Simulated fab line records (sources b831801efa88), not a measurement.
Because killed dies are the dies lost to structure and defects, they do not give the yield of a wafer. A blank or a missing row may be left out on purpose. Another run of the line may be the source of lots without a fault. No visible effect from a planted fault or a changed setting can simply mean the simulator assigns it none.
Which of the tools did it? :: flow gf180mcu :: 14 lots, 42 wafers sampled, at 4 steps of a route of 602

## WHAT THE GAUGES READ, wafer by wafer
GF_M4_THK_MEAS_06: measures by xrf. Usual: M4_ALCU_THK gives 451 nm (standard deviation 6.2).
lot: L342
measured: day 23 07:29
on: filmMetro-02
M4_ALCU_THK (nm): 456 443 448
flag: 

lot: L343
measured: day 23 11:58
on: filmMetro-01
M4_ALCU_THK (nm): 449 453 447
flag: 

lot: L345
measured: day 24 03:26
on: filmMetro-01
M4_ALCU_THK (nm): 448 445 445
flag: 

lot: L346
measured: day 24 13:23
on: filmMetro-02
M4_ALCU_THK (nm): 448 445 454
flag: 

lot: L347
measured: day 24 18:58
on: filmMetro-02
M4_ALCU_THK (nm): 463 461 458
flag: 

lot: L349
measured: day 25 13:46
on: filmMetro-01
M4_ALCU_THK (nm): 450 447 450
flag: 

lot: L350
measured: day 25 19:17
on: filmMetro-03
M4_ALCU_THK (nm): 453 446 450
flag: 

lot: L352
measured: day 26 11:11
on: filmMetro-01
M4_ALCU_THK (nm): 449 449 455
flag: 

lot: L354
measured: day 27 02:28
on: filmMetro-03
M4_ALCU_THK (nm): 447 451 455
flag: 

lot: L355
measured: day 27 08:57
on: filmMetro-02
M4_ALCU_THK (nm): 457 452 463
flag: 

lot: L361
measured: day 29 00:01
on: filmMetro-02
M4_ALCU_THK (nm): 506 504 506
flag: OFF

lot: L362
measured: day 29 05:36
on: filmMetro-02
M4_ALCU_THK (nm): 503 498 503
flag: OFF

lot: L363
measured: day 29 12:38
on: filmMetro-03
M4_ALCU_THK (nm): 445 452 442
flag: 

lot: L364
measured: day 29 19:39
on: filmMetro-01
M4_ALCU_THK (nm): 446 465 451
flag: 

GF_M4_OVL_MEAS_15. Usual: M4_OVL gives 3 nm (standard deviation 5.7).
lot: L342
measured: day 24 05:50
on: overlay-02
M4_OVL (nm): 1 3 -2
flag: 

lot: L343
measured: day 24 09:59
on: overlay-01
M4_OVL (nm): 8 13 7
flag: 

lot: L345
measured: day 25 00:59
on: overlay-01
M4_OVL (nm): 8 14 16
flag: 

lot: L346
measured: day 25 10:14
on: overlay-01
M4_OVL (nm): 7 4 11
flag: 

lot: L347
measured: day 25 16:36
on: overlay-02
M4_OVL (nm): 2 5 -3
flag: 

lot: L349
measured: day 26 10:24
on: overlay-02
M4_OVL (nm): 7 8 13
flag: 

lot: L350
measured: day 26 16:32
on: overlay-01
M4_OVL (nm): 3 4 -1
flag: 

lot: L352
measured: day 27 07:32
on: overlay-01
M4_OVL (nm): 7 -2 -3
flag: 

lot: L354
measured: day 27 22:47
on: overlay-02
M4_OVL (nm): -4 -7 -7
flag: 

lot: L355
measured: day 28 04:50
on: overlay-01
M4_OVL (nm): -2 -1 6
flag: 

lot: L361
measured: day 29 19:03
on: overlay-02
M4_OVL (nm): -4 -1 -3
flag: 

lot: L362
measured: day 30 01:01
on: overlay-01
M4_OVL (nm): 9 10 12
flag: 

lot: L363
measured: day 30 06:59
on: overlay-02
M4_OVL (nm): -2 6 -1
flag: 

lot: L364
measured: day 30 14:32
on: overlay-02
M4_OVL (nm): 11 3 10
flag: 

## EACH LOT AND THE TOOL THAT RAN IT (in order: tool; ch and the chambers of the sampled wafers; start)
lot: L342
GF_M4_SPUTTER_01: pvdSputter-01, day 23 07:14
GF_M4_SPUTTER_04: pvdSputter-01, day 23 07:19

lot: L343
GF_M4_SPUTTER_01: pvdSputter-04, day 23 11:43
GF_M4_SPUTTER_04: pvdSputter-04, day 23 11:48

lot: L345
GF_M4_SPUTTER_01: pvdSputter-01, day 24 03:10
GF_M4_SPUTTER_04: pvdSputter-01, day 24 03:16

lot: L346
GF_M4_SPUTTER_01: pvdSputter-02, day 24 13:07
GF_M4_SPUTTER_04: pvdSputter-02, day 24 13:12

lot: L347
GF_M4_SPUTTER_01: pvdSputter-04, day 24 18:42
GF_M4_SPUTTER_04: pvdSputter-04, day 24 18:47

lot: L349
GF_M4_SPUTTER_01: pvdSputter-04, day 25 13:31
GF_M4_SPUTTER_04: pvdSputter-04, day 25 13:35

lot: L350
GF_M4_SPUTTER_01: pvdSputter-04, day 25 19:02
GF_M4_SPUTTER_04: pvdSputter-04, day 25 19:07

lot: L352
GF_M4_SPUTTER_01: pvdSputter-02, day 26 10:56
GF_M4_SPUTTER_04: pvdSputter-02, day 26 11:01

lot: L354
GF_M4_SPUTTER_01: pvdSputter-04, day 27 02:13
GF_M4_SPUTTER_04: pvdSputter-04, day 27 02:17

lot: L355
GF_M4_SPUTTER_01: pvdSputter-04, day 27 08:41
GF_M4_SPUTTER_04: pvdSputter-04, day 27 08:46

lot: L361
GF_M4_SPUTTER_01: pvdSputter-04, day 28 23:45
GF_M4_SPUTTER_04: pvdSputter-04, day 28 23:50

lot: L362
GF_M4_SPUTTER_01: pvdSputter-01, day 29 05:22
GF_M4_SPUTTER_04: pvdSputter-01, day 29 05:26

lot: L363
GF_M4_SPUTTER_01: pvdSputter-01, day 29 12:23
GF_M4_SPUTTER_04: pvdSputter-01, day 29 12:28

lot: L364
GF_M4_SPUTTER_01: pvdSputter-04, day 29 19:25
GF_M4_SPUTTER_04: pvdSputter-04, day 29 19:29
- GF_M4_SPUTTER_01: material TiN, target thk 30 nm, time 25 s.
- GF_M4_SPUTTER_04: material TiN, target thk 50 nm, time 40.72 s.

## AS READ BY THE TOOLS THEMSELVES (means over the sampled wafers that have a number; for cases with no such wafer, the mark the record gives instead)
GF_M4_SPUTTER_01. Usual: cathodeDcPowerW 6499.9 W, standard deviation 1.2; chamberPressurePa 0.4000 Pa, standard deviation 0.00084; throttleValvePct 30.0 %, standard deviation 0.53.
lot: L342
tool: pvdSputter-01
cathodeDcPowerW (W): 6499.7
chamberPressurePa (Pa): 0.4005
throttleValvePct (%): 30.2
flag: 

lot: L343
tool: pvdSputter-04
cathodeDcPowerW (W): 6500.7
chamberPressurePa (Pa): 0.4002
throttleValvePct (%): 29.7
flag: 

lot: L345
tool: pvdSputter-01
cathodeDcPowerW (W): 6499.6
chamberPressurePa (Pa): 0.3992
throttleValvePct (%): 30.0
flag: 

lot: L346
tool: pvdSputter-02
cathodeDcPowerW (W): 6499.3
chamberPressurePa (Pa): 0.3998
throttleValvePct (%): 29.8
flag: 

lot: L347
tool: pvdSputter-04
cathodeDcPowerW (W): 6499.8
chamberPressurePa (Pa): 0.4000
throttleValvePct (%): 30.2
flag: 

lot: L349
tool: pvdSputter-04
cathodeDcPowerW (W): 6499.8
chamberPressurePa (Pa): 0.4006
throttleValvePct (%): 30.3
flag: 

lot: L350
tool: pvdSputter-04
cathodeDcPowerW (W): 6500.0
chamberPressurePa (Pa): 0.4001
throttleValvePct (%): 30.2
flag: 

lot: L352
tool: pvdSputter-02
cathodeDcPowerW (W): 6498.1
chamberPressurePa (Pa): 0.4008
throttleValvePct (%): 30.1
flag: 

lot: L354
tool: pvdSputter-04
cathodeDcPowerW (W): 6500.0
chamberPressurePa (Pa): 0.4000
throttleValvePct (%): 29.8
flag: 

lot: L355
tool: pvdSputter-04
cathodeDcPowerW (W): 6499.0
chamberPressurePa (Pa): 0.3998
throttleValvePct (%): 29.5
flag: 

lot: L361
tool: pvdSputter-04
cathodeDcPowerW (W): 6501.3
chamberPressurePa (Pa): 0.3994
throttleValvePct (%): 30.2
flag: 

lot: L362
tool: pvdSputter-01
cathodeDcPowerW (W): 6499.4
chamberPressurePa (Pa): 0.3997
throttleValvePct (%): 29.9
flag: 

lot: L363
tool: pvdSputter-01
cathodeDcPowerW (W): 6499.0
chamberPressurePa (Pa): 0.4006
throttleValvePct (%): 29.8
flag: 

lot: L364
tool: pvdSputter-04
cathodeDcPowerW (W): 6498.8
chamberPressurePa (Pa): 0.4005
throttleValvePct (%): 29.9
flag: 

GF_M4_SPUTTER_04. Usual: cathodeDcPowerW 6500.0 W, standard deviation 1.2; chamberPressurePa 0.4000 Pa, standard deviation 0.00075; throttleValvePct 30.0 %, standard deviation 0.54.
lot: L342
tool: pvdSputter-01
cathodeDcPowerW (W): 6500.7
chamberPressurePa (Pa): 0.4002
throttleValvePct (%): 29.9
flag: 

lot: L343
tool: pvdSputter-04
cathodeDcPowerW (W): 6499.9
chamberPressurePa (Pa): 0.3991
throttleValvePct (%): 29.5
flag: 

lot: L345
tool: pvdSputter-01
cathodeDcPowerW (W): 6499.1
chamberPressurePa (Pa): 0.3998
throttleValvePct (%): 29.9
flag: 

lot: L346
tool: pvdSputter-02
cathodeDcPowerW (W): 6499.3
chamberPressurePa (Pa): 0.4002
throttleValvePct (%): 29.9
flag: 

lot: L347
tool: pvdSputter-04
cathodeDcPowerW (W): 6499.7
chamberPressurePa (Pa): 0.4006
throttleValvePct (%): 30.0
flag: 

lot: L349
tool: pvdSputter-04
cathodeDcPowerW (W): 6498.7
chamberPressurePa (Pa): 0.4005
throttleValvePct (%): 30.2
flag: 

lot: L350
tool: pvdSputter-04
cathodeDcPowerW (W): 6500.6
chamberPressurePa (Pa): 0.4000
throttleValvePct (%): 30.5
flag: 

lot: L352
tool: pvdSputter-02
cathodeDcPowerW (W): 6501.2
chamberPressurePa (Pa): 0.4004
throttleValvePct (%): 30.3
flag: 

lot: L354
tool: pvdSputter-04
cathodeDcPowerW (W): 6499.7
chamberPressurePa (Pa): 0.3995
throttleValvePct (%): 30.1
flag: 

lot: L355
tool: pvdSputter-04
cathodeDcPowerW (W): 6500.7
chamberPressurePa (Pa): 0.4001
throttleValvePct (%): 29.9
flag: 

lot: L361
tool: pvdSputter-04
cathodeDcPowerW (W): -
chamberPressurePa (Pa): -
throttleValvePct (%): -
flag: OFF

lot: L362
tool: pvdSputter-01
cathodeDcPowerW (W): -
chamberPressurePa (Pa): -
throttleValvePct (%): -
flag: OFF

lot: L363
tool: pvdSputter-01
cathodeDcPowerW (W): 6499.7
chamberPressurePa (Pa): 0.3998
throttleValvePct (%): 30.1
flag: 

lot: L364
tool: pvdSputter-04
cathodeDcPowerW (W): 6500.5
chamberPressurePa (Pa): 0.3998
throttleValvePct (%): 29.7
flag: 

## THE ANSWER, worked out from the rows above alone
Rule: a lot counts as off when the mean over its wafers that have a number is more than 3 standard deviations away from the usual mean. A lot without any number at a reading at which 4 lots or more have one is off too. Any other lot the step has rows for is counted as sound. Order of review: gauges by route order, followed by the tools' own readings, for which a lot's mean as printed above is used. At the first step where some lot is off, the reading lying furthest off is the one used; lots without a number count as furthest.
Off: L361, L362, seen at GF_M4_THK_MEAS_06 (M4_ALCU_THK).
A tool fits if, at a process step before that reading, it ran every lot that is off, and no sound lot after the first of them. The gauges at GF_M4_THK_MEAS_06 aren't tried: what is off there is off at GF_M4_SPUTTER_04 too, on other tools, and a gauge's error can't cause that. Not one of the candidates tried fits.

## WHAT HAD BEEN PUT IN BY THE SIMULATOR
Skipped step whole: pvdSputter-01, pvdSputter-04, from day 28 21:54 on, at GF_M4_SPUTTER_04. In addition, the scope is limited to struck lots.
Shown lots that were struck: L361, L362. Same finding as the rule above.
